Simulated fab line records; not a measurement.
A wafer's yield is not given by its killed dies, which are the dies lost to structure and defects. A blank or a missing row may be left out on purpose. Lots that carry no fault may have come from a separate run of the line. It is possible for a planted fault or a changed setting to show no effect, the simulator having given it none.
Problem report in the 8D (eight disciplines) form, filled by code	flow gf180mcu	the parts of the form that need people (team, actions taken, sign-off) are left out

1. THE PROBLEM
At GF_CONTACT_CD_MEAS_14, cd-nm averages 212.8 nm over 5 wafers from 3 lots, while fault-free wafers read 219.9 nm, standard deviation 1.2. That is -5.9 standard deviations from the usual mean.
The step: target cd 220 nm.
Seen first at day 21 02:54 on cd-sem-01, wafer L237.2. The record holds 39 wafers of 14 lots with a number at this step. The rule behind "out" and "out of limits": a value lying over 4 standard deviations away from the usual mean. The other wafers with a number count as sound.

2. WHAT IT IS AND WHAT IT IS NOT
question	is	is not
which readings at this step	cd-nm	-
which lots	L237, L238, L239	L225, L226, L228, L231, L232, L233, L234, L235, L236, L246, L247
which wafers of those lots	L237.2, L237.5, L238.2, L238.5, L239.2	L239.4
read on which gauges	cd-sem-01	cd-sem-02
when	from day 21 02:54	up to then (27 sound wafers); but 7 sound wafers of L239, L246, L247 came after

3. THE SUSPECTS, EACH WITH WHAT RULES IT OUT
Counting: any tool at a process step up to the reading remains a suspect provided it ran every lot that is out. Sound lots after the first of them don't rule it out here, since some wafers of a struck lot are sound.
- the gauge at GF_CONTACT_CD_MEAS_14: kept. All the wafers that are out were read on cd-sem-01, and no step on other tools shows them out.
- krf-scanner-02 at GF_CONTACT_EXPOSE_11 (exposes mask Contact, target cd 220 nm): kept. Every lot that is out went through it, the first being L237 (day 20 14:19); the last sound lot it ran before that was L236 (day 20 05:36).
What counting leaves: krf-scanner-02 at GF_CONTACT_EXPOSE_11 and cd-sem-01 at GF_CONTACT_CD_MEAS_14.

4. THE CAUSE (what the simulator had put in)
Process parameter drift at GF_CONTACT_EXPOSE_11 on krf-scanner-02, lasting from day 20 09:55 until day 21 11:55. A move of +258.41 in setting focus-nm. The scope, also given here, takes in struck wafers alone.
Counting left 2 suspects, and this tool is among them.

5. THE EFFECT CHAIN, in route order
Rows list readings where the struck wafers' mean (over those with a number) sits beyond 3 standard deviations from the usual. Only readings whose record carries a usual standard deviation are examined. hours: median over the lots of the time between each lot's start at the first step of this table that gives one and its start at this step. sigmas: the change, counted in usual standard deviations.
hours	step	reading	usual	on struck wafers	change	sigmas
0	GF_CONTACT_CD_MEAS_14	cd-nm	219.9 nm	212.8	-7.1	-5.9

6. WHAT WOULD HAVE CAUGHT IT SOONER
In this record the first reading out of limits at a measuring or inspecting step was taken at day 21 02:54, 17 hours after the fault began at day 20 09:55.
L239, from the lots that are out (3), started GF_CONTACT_EXPOSE_11 on krf-scanner-02 later than day 21 02:54. Holding the tool at that time would have saved it.
